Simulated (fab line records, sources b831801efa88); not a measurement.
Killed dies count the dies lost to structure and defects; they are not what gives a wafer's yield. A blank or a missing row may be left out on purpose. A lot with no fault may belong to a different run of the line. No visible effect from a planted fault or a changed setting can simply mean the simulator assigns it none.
One fault seen from 2 desks + flow gf180mcu + only its own numbers are on each desk; what lay behind them is given at the end

THE TOOL OWNER'S DESK: cmp-01
The tool's own readings at GF_V1_CMP_26 (polishes, stops on SiO2, t overpolish 15 s, target thk 0 nm): means of the sampled wafers that have a number, for each lot that ran on this tool. Marked OUT: a lot whose mean sits more than 4 standard deviations from the usual mean, which makes it out of limits; the brackets give that distance.
Columns: A = motorCurrentA at GF_V1_CMP_26, usual 11.3 A; B = overpolishRunS at GF_V1_CMP_26, usual 15.000 s; C = platenRpm at GF_V1_CMP_26, usual 60.00 rpm; D = slurryFilterDpKPa at GF_V1_CMP_26, usual 13.52 kPa; E = timeToEndpointS at GF_V1_CMP_26, usual 83 s
| lot  | first seen here | A    | B      | C     | D     | E  |
|------|-----------------|------|--------|-------|-------|----|
| L615 | day 18 05:07    | 12.1 | 14.997 | 59.97 | 13.50 | 76 |
| L616 | day 18 11:25    | 11.7 | 15.016 | 59.97 | 13.45 | 84 |
| L619 | day 20 04:55    | 10.9 | 14.995 | 59.94 | 13.63 | 84 |
| L624 | day 21 17:39    | 10.8 | 15.003 | 59.99 | 13.64 | 86 |
| L625 | day 22 01:30    | 11.8 | 15.001 | 60.00 | 13.40 | 77 |
| L629 | day 23 07:38    | 11.5 | 15.000 | 60.02 | 13.49 | 81 |
| L630 | day 23 14:41    | 10.6 | 14.995 | 60.00 | 13.51 | 82 |
| L631 | day 24 01:16    | 12.0 | 14.998 | 60.04 | 13.62 | 81 |
| L634 | day 24 20:53    | 12.5 | 14.989 | 59.98 | 13.65 | 80 |
Finding of this desk: none of the 9 lots has anything out of limits.

FROM THE METROLOGY DESK
Means of the sampled wafers that have a number, per lot and without regard to the tool the lot ran on: this is what the gauges read. Marked OUT: a lot whose mean sits more than 4 standard deviations from the usual mean, which makes it out of limits; the brackets give that distance.
Columns: A = V5_W_THK at GF_V5_THK_MEAS_25, usual 362 nm; B = TOP_METAL_OVL at GF_TOP_METAL_OVL_MEAS_15, usual 0.0 nm
| lot  | first seen here | A   | B    |
|------|-----------------|-----|------|
| L615 | day 27 08:22    | 362 | -0.5 |
| L616 | day 27 14:04    | 365 | 1.0  |
| L617 | day 28 04:17    | 355 | 1.1  |
| L619 | day 28 23:22    | 364 | -1.2 |
| L622 | day 29 12:59    | 371 | -0.3 |
| L624 | day 30 05:02    | 370 | -1.1 |
| L625 | day 30 09:44    | 361 | -0.6 |
| L626 | day 30 16:32    | 360 | 0.3  |
| L628 | day 31 03:44    | 367 | 0.9  |
| L629 | day 31 08:10    | 357 | -0.7 |
| L630 | day 31 13:03    | 371 | 1.6  |
| L631 | day 32 00:39    | 354 | -0.8 |
| L634 | day 32 15:41    | 369 | -0.6 |
| L637 | day 33 10:04    | 363 | -0.1 |
Finding of this desk: none of the 14 lots has anything out of limits.

TAKEN TOGETHER
Nothing out of limits was seen by the tool owner's desk.
At the metrology desk, nothing out of limits was observed.

WHAT WAS PUT IN BY THE SIMULATOR
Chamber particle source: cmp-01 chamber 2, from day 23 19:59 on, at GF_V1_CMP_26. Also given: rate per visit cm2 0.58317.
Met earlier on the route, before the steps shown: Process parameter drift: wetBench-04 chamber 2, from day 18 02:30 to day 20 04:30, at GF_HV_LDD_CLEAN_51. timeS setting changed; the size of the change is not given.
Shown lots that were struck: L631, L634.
